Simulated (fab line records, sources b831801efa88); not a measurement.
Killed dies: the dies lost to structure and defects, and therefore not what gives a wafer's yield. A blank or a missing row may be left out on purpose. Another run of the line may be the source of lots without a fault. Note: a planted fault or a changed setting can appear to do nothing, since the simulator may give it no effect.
Which tool is to blame? + flow sky130 + 39 wafers from 13 lots sampled at 4 of the route's 708 steps

== WHAT EACH GAUGE READ, for each wafer ==
SKY_VIA1_THK_MEAS_23: measures by xrf. Usual: VIA1_W_THK typically reads 270 nm, with standard deviation 3.8.
| lot  | measured     | on            | VIA1_W_THK (nm) | flag |
|------|--------------|---------------|-----------------|------|
| L512 | day 34 14:22 | film_metro-04 | 271 271 273     |      |
| L514 | day 35 07:22 | film_metro-01 | 269 270 273     |      |
| L516 | day 35 17:18 | film_metro-04 | 274 277 272     |      |
| L517 | day 36 06:28 | film_metro-04 | 270 275 271     |      |
| L519 | day 36 21:00 | film_metro-04 | 270 270 270     |      |
| L518 | day 36 23:00 | film_metro-02 | 271 269 269     |      |
| L520 | day 37 07:47 | film_metro-01 | 270 272 271     |      |
| L521 | day 37 21:22 | film_metro-04 | 270 270 268     |      |
| L522 | day 38 03:24 | film_metro-02 | 262 265 266     |      |
| L526 | day 39 02:03 | film_metro-01 | 275 274 275     |      |
| L530 | day 40 14:25 | film_metro-02 | 269 266 267     |      |
| L532 | day 40 21:04 | film_metro-01 | 274 277 274     |      |
| L533 | day 41 00:56 | film_metro-02 | 263 266 265     |      |

SKY_CAPM_RS_MEAS_03: uses a four-point probe to measure. Usual: CAPM_TIN_RS typically reads 6.95 ohm/sq, with standard deviation 0.075.
| lot  | measured     | on            | CAPM_TIN_RS (ohm/sq) | flag |
|------|--------------|---------------|----------------------|------|
| L512 | day 37 00:21 | film_metro-02 | 7.03 6.92 6.88       |      |
| L514 | day 37 16:17 | film_metro-02 | 6.85 6.87 6.85       |      |
| L516 | day 38 01:50 | film_metro-03 | 7.00 7.01 7.07       |      |
| L517 | day 38 13:59 | film_metro-02 | 6.86 6.90 6.95       |      |
| L519 | day 39 05:53 | film_metro-04 | 6.91 6.89 6.85       |      |
| L518 | day 39 06:45 | film_metro-02 | 6.97 6.94 6.98       |      |
| L520 | day 39 14:34 | film_metro-03 | 6.87 6.85 7.04       |      |
| L521 | day 40 06:32 | film_metro-03 | 6.93 7.05 6.88       |      |
| L522 | day 40 09:05 | film_metro-04 | 7.01 7.14 6.94       |      |
| L526 | day 41 08:58 | film_metro-02 | 6.89 6.91 6.87       |      |
| L530 | day 42 18:01 | film_metro-03 | 7.01 7.07 6.91       |      |
| L532 | day 42 23:59 | film_metro-02 | 7.01 6.96 6.97       |      |
| L533 | day 43 04:27 | film_metro-03 | 6.98 7.01 6.94       |      |

== WHICH TOOL RAN EACH LOT (tool, then ch and the chambers of the sampled wafers, then the start) ==
| lot  | SKY_METAL3_SPUTTER_03        | SKY_METAL3_SPUTTER_04        |
|------|------------------------------|------------------------------|
| L512 | pvd_sputter-01, day 37 00:06 | pvd_sputter-01, day 37 00:07 |
| L514 | pvd_sputter-01, day 37 16:02 | pvd_sputter-01, day 37 16:03 |
| L516 | pvd_sputter-01, day 38 01:35 | pvd_sputter-01, day 38 01:35 |
| L517 | pvd_sputter-02, day 38 13:42 | pvd_sputter-02, day 38 13:43 |
| L519 | pvd_sputter-04, day 39 05:35 | pvd_sputter-04, day 39 05:37 |
| L518 | pvd_sputter-04, day 39 06:29 | pvd_sputter-04, day 39 06:31 |
| L520 | pvd_sputter-04, day 39 14:17 | pvd_sputter-04, day 39 14:19 |
| L521 | pvd_sputter-02, day 40 06:17 | pvd_sputter-02, day 40 06:18 |
| L522 | pvd_sputter-04, day 40 08:49 | pvd_sputter-04, day 40 08:49 |
| L526 | pvd_sputter-01, day 41 08:43 | pvd_sputter-01, day 41 08:44 |
| L530 | pvd_sputter-02, day 42 17:43 | pvd_sputter-02, day 42 17:44 |
| L532 | pvd_sputter-04, day 42 23:40 | pvd_sputter-04, day 42 23:41 |
| L533 | pvd_sputter-04, day 43 04:10 | pvd_sputter-04, day 43 04:11 |
- SKY_METAL3_SPUTTER_03: material Ti, target thk 5 nm, time 3.3 s.
- SKY_METAL3_SPUTTER_04: material TiN, target thk 70 nm, time 58.3 s.

== WHAT THE TOOLS THEMSELVES READ (means of the sampled wafers that have a number; where no wafer has one, the mark that the record gives instead) ==
SKY_METAL3_SPUTTER_03. Usual: cathode_dc_power_W 2999.9 W, standard deviation 0.59; throttle_valve_pct 29.6 %, standard deviation 0.79.
| lot  | tool           | cathode_dc_power_W (W) | throttle_valve_pct (%) | flag |
|------|----------------|------------------------|------------------------|------|
| L512 | pvd_sputter-01 | 3000.3                 | 29.6                   |      |
| L514 | pvd_sputter-01 | 2999.8                 | 29.2                   |      |
| L516 | pvd_sputter-01 | 2999.8                 | 30.0                   |      |
| L517 | pvd_sputter-02 | 3000.1                 | 28.9                   |      |
| L519 | pvd_sputter-04 | 2999.6                 | 30.1                   |      |
| L518 | pvd_sputter-04 | 2999.8                 | 30.0                   |      |
| L520 | pvd_sputter-04 | 2999.9                 | 29.5                   |      |
| L521 | pvd_sputter-02 | 3000.3                 | 29.2                   |      |
| L522 | pvd_sputter-04 | 3000.0                 | 30.1                   |      |
| L526 | pvd_sputter-01 | 2999.7                 | 29.8                   |      |
| L530 | pvd_sputter-02 | 2999.7                 | 28.5                   |      |
| L532 | pvd_sputter-04 | 2999.7                 | 29.6                   |      |
| L533 | pvd_sputter-04 | 3000.3                 | 30.1                   |      |

SKY_METAL3_SPUTTER_04. Usual: cathode_dc_power_W 6499.9 W, standard deviation 1.1; throttle_valve_pct 29.7 %, standard deviation 0.79.
| lot  | tool           | cathode_dc_power_W (W) | throttle_valve_pct (%) | flag |
|------|----------------|------------------------|------------------------|------|
| L512 | pvd_sputter-01 | 6498.3                 | 29.6                   |      |
| L514 | pvd_sputter-01 | 6501.1                 | 29.1                   |      |
| L516 | pvd_sputter-01 | 6499.9                 | 30.2                   |      |
| L517 | pvd_sputter-02 | 6499.8                 | 28.9                   |      |
| L519 | pvd_sputter-04 | 6499.7                 | 30.2                   |      |
| L518 | pvd_sputter-04 | 6499.1                 | 30.1                   |      |
| L520 | pvd_sputter-04 | 6500.0                 | 29.4                   |      |
| L521 | pvd_sputter-02 | 6499.5                 | 29.2                   |      |
| L522 | pvd_sputter-04 | 6499.3                 | 30.3                   |      |
| L526 | pvd_sputter-01 | 6499.8                 | 29.8                   |      |
| L530 | pvd_sputter-02 | 5540.3                 | 28.7                   | OFF  |
| L532 | pvd_sputter-04 | 6500.1                 | 29.9                   |      |
| L533 | pvd_sputter-04 | 6501.2                 | 30.3                   |      |

== THE ANSWER, worked out from the rows above alone ==
Rule: take the mean of a lot's wafers that have a number; if it is more than 3 standard deviations from the usual mean, the lot is off. A lot without any number at a reading at which 4 lots or more have one is off too. All remaining lots with rows at the step are treated as sound. After the gauges, taken in route order, come the tools' own readings; for these a lot's mean is taken, as printed above. The first step at which some lot is off is used, and at that step the reading that is off furthest; a lot without a number counts as furthest.
Off: L530, at SKY_METAL3_SPUTTER_04 (cathode_dc_power_W).
A tool fits if, at that step or a process step before it, it ran every lot that is off, and no sound lot after the first of them. One candidate fits, namely pvd_sputter-02 at SKY_METAL3_SPUTTER_03 and SKY_METAL3_SPUTTER_04. At SKY_METAL3_SPUTTER_03 its last sound lot is L521 (day 40 06:17), its first lot that is off L530 (day 42 17:43): a fault that began between those two fits.

== WHAT WAS PUT IN BY THE SIMULATOR ==
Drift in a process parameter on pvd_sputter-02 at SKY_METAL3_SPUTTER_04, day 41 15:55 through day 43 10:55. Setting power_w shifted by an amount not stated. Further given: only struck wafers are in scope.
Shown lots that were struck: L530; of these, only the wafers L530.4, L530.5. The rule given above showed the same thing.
